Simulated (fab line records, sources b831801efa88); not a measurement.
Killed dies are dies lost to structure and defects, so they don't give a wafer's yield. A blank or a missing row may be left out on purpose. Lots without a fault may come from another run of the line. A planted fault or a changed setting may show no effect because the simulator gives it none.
fab line records | flow sky130 | part 2 of 2: steps 43 to 43 of 43
record lots=6 wafers=18 last_day=50
route steps=708 shown METAL3@561 VIA3@573 METAL4@598 PAD_OPEN@708
lots that met no fault: from a run of the same line without faults
start_h: hours from the record's first day to the start of the lot's first wafer shown | wait_h: hours since the lot's step before | " the same as in the row above | L1.1+2: a row that stands for several wafers | - no value, or no start given | * or withheld: withheld | < > ~ a bound
route shown NAME@n: a module of which the file shows steps, and the number in the route of the first | usual: mean/standard deviation of fault-free wafers | same: alike in all rows | chamber/n: place in a boat | sites: the reading at each site | _std_site: their standard deviation | _edge_site: outer sites' mean less inner sites' | radius_mm: how far each site lies from the wafer's centre | mask NAME#n: copy n | behind: the tool/chamber that last shaped the wafer | hold: why the lot was held/for how many hours/how that ended | device: the transistor (n, p or np) that didn't switch | end of line: the same wafers' tests at the end of the route | a step without rows: its recipe alone | killed: dies lost to structure and defects at the first sort, not the wafer's yield | map: a wafer's dies, x killed, . not, _ none there
set.NAME: the setting as run; set.NAME@STEP: as run at that earlier step | model.NAME: the simulator's own value behind a step, which no gauge read
lots at some steps of the route; a table a step, a row a wafer
services: from which hour (start_h, from the record's first day; less than 0 if before it) a tool's chamber was out of use, for how many hours, and why
## steps
# step SKY_PAD_OPEN_PROBE_99
# usual defect_limited_yield=82.4/1.8 killed_at_M0_to_M3=43/6.5 killed_at_M4_up=3.2/1.8 killed_at_contacts=24/5.2 killed_at_front_end=15/4 killed_at_other=0.4/0.69 killed_dies=86/8.7 killed_open=47/7 killed_short=39/5.7 sort_bin_3_pad_short=0.9/0.43 sort_bin_5_function=10.5/1.4 sort_bin_6_memory=6.2/1.2 sort_n_pass=406/8.7 sort_yield_pct=82.4/1.8
# same gross_dies=492 killed_at_back_side=0 sort_bin_4_leakage[%]=0 sort_bin_8_speed[%]=0
# columns lot.wafer tool chamber start_h wait_h defect_limited_yield[%] killed_at_M0_to_M3 killed_at_M4_up killed_at_contacts killed_at_front_end killed_at_other killed_dies killed_open killed_short sort_bin_3_pad_short[%] sort_bin_5_function[%] sort_bin_6_memory[%] sort_n_pass sort_yield_pct[%] model.etest.tester.sort_n_pass model.etest.tester.sort_yield_pct model.etest.tester.sort_bin_5_pct model.etest.tester.sort_bin_3_pct
L607.2 prober-02 - 1073.67 0.1 86.0 27 2 28 11 1 69 39 29 0.4 7.9 5.7 423 86.0 423 85.98 7.927 0.4065
L607.3 prober-02 - 1073.72 0.2 82.9 36 1 32 15 0 84 37 47 1.2 10.6 5.3 408 82.9 408 82.93 10.57 1.22
L607.4 prober-02 - 1073.77 0.2 82.5 41 2 28 14 1 86 47 39 0.4 10.6 6.5 406 82.5 406 82.52 10.57 0.4065
L609.1 prober-02 - 1086.02 0.1 81.1 50 3 28 12 0 93 57 36 0.2 9.8 8.9 399 81.1 399 81.1 9.756 0.2033
L609.3 prober-02 - 1086.12 0.2 84.1 41 2 23 12 0 78 52 26 1.0 8.5 6.3 414 84.1 414 84.15 8.537 1.016
L609.5 prober-02 - 1086.22 0.2 83.7 42 5 15 18 0 80 44 36 1.4 9.1 5.7 412 83.7 412 83.74 9.146 1.423
L613.3 prober-02 - 1113.31 0.2 70.9 108 5 20 9 1 143 43 33 3.7 19.1 6.3 349 70.9 349 70.94 19.11 3.659
L613.4 prober-02 - 1113.36 0.2 83.7 37 3 20 18 2 80 43 35 0.8 9.6 5.9 412 83.7 412 83.74 9.553 0.813
L613.6 prober-02 - 1113.46 0.2 69.9 110 3 24 11 0 148 44 38 4.7 18.1 7.3 344 69.9 344 69.92 18.09 4.675
L617.2 prober-02 - 1135.19 0.1 81.1 49 4 24 15 1 93 58 35 0.2 11.4 7.3 399 81.1 399 81.1 11.38 0.2033
L617.3 prober-02 - 1135.24 0.2 72.0 95 4 20 19 0 138 43 37 4.1 16.1 7.9 354 72.0 354 71.95 16.06 4.065
L617.5 prober-02 - 1135.34 0.2 69.9 100 2 36 10 0 148 47 39 3.7 18.3 8.1 344 69.9 344 69.92 18.29 3.659
L626.2 prober-01 - 1182.37 0.1 81.5 40 4 24 23 0 91 48 43 1.0 13.0 4.5 401 81.5 401 81.5 13.01 1.016
L626.4 prober-01 - 1182.47 0.2 82.3 31 2 32 22 0 87 43 44 1.4 10.6 5.7 405 82.3 405 82.32 10.57 1.423
L626.5 prober-01 - 1182.52 0.2 83.9 35 0 36 8 0 79 49 30 1.2 9.8 5.1 413 83.9 413 83.94 9.756 1.22
L629.4 prober-02 - 1196.72 0.2 81.7 45 5 23 16 1 90 51 37 1.0 11.6 5.7 402 81.7 402 81.71 11.59 1.016
L629.5 prober-02 - 1196.77 0.2 80.7 45 5 28 15 2 95 59 35 1.2 10.4 7.7 397 80.7 397 80.69 10.37 1.22
L629.6 prober-02 - 1196.82 0.2 81.1 49 5 18 20 1 93 56 34 0.4 10.8 7.7 399 81.1 399 81.1 10.77 0.4065
# killed by level:class
L607.2 LI_CONTACT:geometric_particle:open=11 CONTACT:geometric_particle:open=7 FIELD_ISO:geometric_particle:short=5 VIA2:geometric_particle:open=5 METAL2:geometric_particle:short=5 FIELD_ISO:geometric_particle:open=4 LI_CONTACT:geometric_particle:short=4 METAL1:geometric_particle:short=4
L607.3 VIA1:geometric_particle:open=10 LI_CONTACT:geometric_particle:open=8 LOCAL_INTERCONNECT:geometric_particle:short=8 METAL1:geometric_particle:short=7 CONTACT:geometric_particle:open=6 FIELD_ISO:geometric_particle:short=5 FIELD_ISO:geometric_particle:open=5 LI_CONTACT:geometric_particle:short=5
L607.4 LI_CONTACT:geometric_particle:open=10 CONTACT:geometric_particle:open=8 VIA1:geometric_particle:open=7 VIA2:geometric_particle:open=7 CONTACT:geometric_particle:short=5 FIELD_ISO:geometric_particle:short=4 METAL1:geometric_particle:short=4 VIA1:geometric_particle:short=4
L609.1 VIA1:geometric_particle:open=18 LI_CONTACT:geometric_particle:open=9 VIA2:geometric_particle:open=9 CONTACT:geometric_particle:short=8 VIA1:geometric_particle:short=8 CONTACT:geometric_particle:open=7 VIA3:geometric_particle:open=6 LOCAL_INTERCONNECT:geometric_particle:short=3
L609.3 VIA1:geometric_particle:open=14 VIA3:geometric_particle:open=11 CONTACT:geometric_particle:open=10 FIELD_ISO:geometric_particle:open=5 LI_CONTACT:geometric_particle:open=5 VIA2:geometric_particle:short=4 CONTACT:geometric_particle:short=4 POLY_GATE:geometric_particle:short=3
L609.5 VIA1:geometric_particle:open=10 VIA2:geometric_particle:open=8 VIA3:geometric_particle:open=6 LI_CONTACT:geometric_particle:open=5 VIA1:geometric_particle:short=5 FIELD_ISO:geometric_particle:short=4 CONTACT:geometric_particle:open=4 METAL4:geometric_particle:short=4
L613.3 VIA3:unspecified=67 VIA1:geometric_particle:open=17 CONTACT:geometric_particle:open=6 LI_CONTACT:geometric_particle:open=5 VIA3:geometric_particle:short=5 VIA2:geometric_particle:open=4 CONTACT:geometric_particle:short=4 VIA3:geometric_particle:open=4
L613.4 VIA3:geometric_particle:open=11 METAL1:geometric_particle:short=7 VIA1:geometric_particle:open=7 CONTACT:geometric_particle:open=6 FIELD_ISO:geometric_particle:short=5 POLY_GATE:geometric_particle:open=5 LOCAL_INTERCONNECT:geometric_particle:short=5 FIELD_ISO:geometric_particle:open=4
L613.6 VIA3:unspecified=65 LI_CONTACT:geometric_particle:open=7 VIA3:geometric_particle:open=7 VIA2:geometric_particle:open=7 LOCAL_INTERCONNECT:geometric_particle:short=6 VIA1:geometric_particle:open=6 VIA2:geometric_particle:short=6 CONTACT:geometric_particle:short=4
L617.2 VIA1:geometric_particle:open=10 CONTACT:geometric_particle:open=9 VIA2:geometric_particle:open=9 LI_CONTACT:geometric_particle:open=8 VIA3:geometric_particle:open=8 VIA2:geometric_particle:short=5 VIA1:geometric_particle:short=5 FIELD_ISO:geometric_particle:short=4
L617.3 VIA3:unspecified=58 VIA1:geometric_particle:open=7 CONTACT:geometric_particle:open=7 VIA2:geometric_particle:open=7 FIELD_ISO:geometric_particle:short=6 VIA1:geometric_particle:short=6 FIELD_ISO:geometric_particle:open=5 LOCAL_INTERCONNECT:geometric_particle:short=5
L617.5 VIA3:unspecified=62 CONTACT:geometric_particle:open=15 VIA3:geometric_particle:open=7 LI_CONTACT:geometric_particle:open=7 LOCAL_INTERCONNECT:geometric_particle:short=7 CONTACT:geometric_particle:short=6 VIA2:geometric_particle:open=5 METAL3:geometric_particle:short=5
L626.2 VIA1:geometric_particle:open=13 LI_CONTACT:geometric_particle:open=8 FIELD_ISO:geometric_particle:short=6 FIELD_ISO:geometric_particle:open=6 CONTACT:geometric_particle:open=6 VIA1:geometric_particle:short=6 POLY_GATE:geometric_particle:short=5 POLY_GATE:geometric_particle:open=5
L626.4 LI_CONTACT:geometric_particle:open=9 CONTACT:geometric_particle:open=9 FIELD_ISO:geometric_particle:short=8 METAL1:geometric_particle:short=6 VIA2:geometric_particle:open=6 LI_CONTACT:geometric_particle:short=5 LOCAL_INTERCONNECT:geometric_particle:short=5 VIA1:geometric_particle:short=5
L626.5 CONTACT:geometric_particle:open=15 CONTACT:geometric_particle:short=8 VIA2:geometric_particle:open=8 VIA3:geometric_particle:open=7 VIA1:geometric_particle:open=5 LI_CONTACT:geometric_particle:short=4 LI_CONTACT:geometric_particle:open=4 LOCAL_INTERCONNECT:geometric_particle:short=4
L629.4 CONTACT:geometric_particle:open=13 VIA1:geometric_particle:open=12 VIA1:geometric_particle:short=9 FIELD_ISO:geometric_particle:open=6 VIA3:geometric_particle:open=6 POLY_GATE:geometric_particle:short=4 CONTACT:geometric_particle:short=4 VIA2:geometric_particle:open=4
L629.5 VIA1:geometric_particle:open=15 VIA3:geometric_particle:open=11 CONTACT:geometric_particle:open=9 POLY_GATE:geometric_particle:open=6 LI_CONTACT:geometric_particle:open=6 CONTACT:geometric_particle:short=6 METAL2:geometric_particle:short=6 FIELD_ISO:geometric_particle:open=4
L629.6 VIA3:geometric_particle:open=13 VIA1:geometric_particle:open=11 VIA2:geometric_particle:open=7 LI_CONTACT:geometric_particle:open=6 CONTACT:geometric_particle:open=6 VIA1:geometric_particle:short=6 FIELD_ISO:geometric_particle:open=5 FIELD_ISO:geometric_particle:short=5
# map L613.6 (x killed, . not)
__________.........._________
________..xx.x..x.x..x_______
______...xxxxxx......x.._____
_____...xxxxxxxxx.x.....x____
____.x..xxxxxxxxx.x.x.....___
___...x.xxxxxxxxxx.......x.__
__......xxxxxxxxxx.xx..xx..._
_....x.x.xxxxxxx..x.....x...x
_.....xxxxxxxxxxxxx..xx.x...x
_.x.....x...x..xx............
_x.x.x...x.....x...x..x..xx..
_.....................x.xx..x
_.....x.x......x............x
_x..x.....x...x....xx..x.....
_x.............x..x..x.x.x...
__x........x...xx.....x...x._
___...xx...............x.x.__
____.......xx.............___
_____...........x........____
______...x...x..x......._____
________x............._______
__________.xx.x...xx_________
# map L617.5 (x killed, . not)
__________x.....x..._________
________..x.....x....._______
______x.xxxxxxx..x.x...x_____
_____.xx.xxxxxxxxx.......____
____....xxxxxxxxxxxx..xxx.___
___.....xxxxxxxxxx.......x.__
__..x...xxxxxxxxx.x...x...x._
_x....x..xxxxxxx.xx........x.
_.......xx.xxxxxx..x.........
_.x..xx..x.xx...x..x.....x...
_..xx......x...xx......x.....
_.x...x..xx....x...x.......x.
_..x..x.......x.x...x..x.....
_x......x....x....x..........
_..x..............x.x........
__.....x....x....xx....x...x_
___...xx......xxx..........__
____x.........x.x........x___
_____......x...x.x..x..x.____
______.x.x..x..x.x.x...._____
________.............._______
__________.......x.._________
## services
# columns tool chamber start_h hours kind
cvd_w-01 - 873.75 2.8 pm
cmp-02 - 895.44 0.3 repair
plasma_asher-02 - 897.78 9.1 repair
cmp-02 - 902.34 2.1 repair
cvd_w-01 - 904.00 14.0 pm
rie_diel-02 3 922.64 15.9 repair
cvd_w-01 1 925.40 4.7 repair
rie_diel-02 1 931.04 1.3 repair
pvd_sputter-02 - 944.13 11.5 repair
rie_diel-04 3 944.46 1.3 repair
hdpcvd-01 - 950.25 15.0 pm
rie_diel-04 1 950.50 15.4 repair
plasma_asher-03 - 957.95 2.6 repair
hdpcvd-01 1 962.27 6.0 repair
rie_diel-02 2 982.01 6.4 repair
pvd_sputter-03 - 983.16 2.4 repair
hdpcvd-01 2 990.68 2.6 repair
rie_diel-02 2 1020.25 2.8 repair
hdpcvd-01 - 1020.85 0.3 repair
pvd_sputter-03 - 1030.25 1.3 repair
plasma_asher-02 - 1037.32 2.9 repair
cmp-02 - 1044.83 2.9 repair
cvd_w-02 0 1045.64 3.0 repair
rie_diel-02 1 1047.22 5.8 repair
## key
first_sign step=SKY_PAD_OPEN_PROBE_99 reading=killed_at_M0_to_M3 direction=up sigmas=9.3 usual=43 struck=103
effect step=SKY_PAD_OPEN_PROBE_99 reading=sort_bin_3_pad_short direction=up sigmas=7.4 usual=0.9 struck=4.0
model_effect step=SKY_PAD_OPEN_PROBE_99 value=etest.tester.sort_n_pass without=401.2 struck=347.8
met_at SKY_VIA3_HDPCVD_00
struck_wafers L613.3,L613.6,L617.3,L617.5
onset_between 916.52 948.77
fault kind=chamber_particle_source tool=hdpcvd-01 chamber=2 onset_h=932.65 steps=SKY_VIA3_HDPCVD_00 rate_per_visit_cm2=1.5315 end_h=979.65
